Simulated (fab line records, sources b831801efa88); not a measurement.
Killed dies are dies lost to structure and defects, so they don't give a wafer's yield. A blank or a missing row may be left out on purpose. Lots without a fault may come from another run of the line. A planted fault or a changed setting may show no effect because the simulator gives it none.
A struck lot beside a sound one | flow gf180mcu | 12 steps out of a route of 602
Sound: wafers L508.2, L508.3, L508.4. Struck: wafers L516.2, L516.3, L516.5. The cause comes at the end.
At each step with rows: each side's tool, then ch and its chambers, then its first start. Under that, the readings that differ: sound wafers | struck wafers | difference of the means | sigmas: that difference in standard deviations of wafers without a fault.
alike: readings whose means differ by less than 2 such deviations, and words and numbers that are the same on both sides. not compared: withheld readings, readings that some wafer has no value for, bounds like >300 that may hide the same value, and numbers for which the record gives no deviation and whose values overlap.
The two part at a step that has a row with sigmas, a row that says differs or no value, or rows on one side only. Numbers that don't overlap but have no deviation are shown without sigmas and don't part them. A reading that every wafer of one side lacks parts them only if that side has two wafers or more.

GF_STI_BOW_MEAS_00:
  sound on film_metro-03, day 3 07:01; struck on film_metro-04, day 4 23:01
  alike: INCOMING_BOW
then, 1 step without rows for these wafers: GF_STI_OXIDATION_01 (stabilise 600 s, purge 300 s, target thk 10 nm).
GF_STI_THK_MEAS_02:
  sound on film_metro-03, day 3 08:31; struck on film_metro-03, day 5 00:31
  reading                | sound             | struck         | difference | sigmas
  STI_OXIDATION_THK (nm) | 10.29 10.09 10.11 | 9.72 9.79 9.81 | -0.39      | -2
then, 1 step without rows for these wafers: GF_STI_CVD_03 (deposits Si3N4 from DCS/NH3, target thk 207.16 nm, time 3551 s).
GF_STI_THK_MEAS_04:
  sound on film_metro-02, day 3 13:03; struck on film_metro-02, day 5 02:34
  alike: STI_CVD_03_THK
then, 5 steps without rows for these wafers: GF_STI_DEHYDRATE_05 (time 60 s); GF_STI_HMDS_06 (prime time 60 s); GF_STI_COAT_07 (resist thk 700 nm); GF_STI_SOFTBAKE_08 (time 60 s); GF_STI_EXPOSE_09 (exposes mask COMP, target cd 220 nm).
GF_STI_PEB_10: peb time 90 s.
  sound on litho_track-02 ch 0, day 4 01:45; struck on litho_track-01, day 5 15:26
  no value came back on the struck wafers for any of 5 readings (chill_plate_temp_C (C), exhaust_pa (Pa) and others); on the sound wafers chill_plate_temp_C (C) reads 23.22 23.12 23.18
then, 1 step without rows for these wafers: GF_STI_DEVELOP_11 (develop time 60 s).

WHERE THEY PART
First at GF_STI_THK_MEAS_02; last, within this record, at GF_STI_PEB_10.

WHY: what the simulator had put in
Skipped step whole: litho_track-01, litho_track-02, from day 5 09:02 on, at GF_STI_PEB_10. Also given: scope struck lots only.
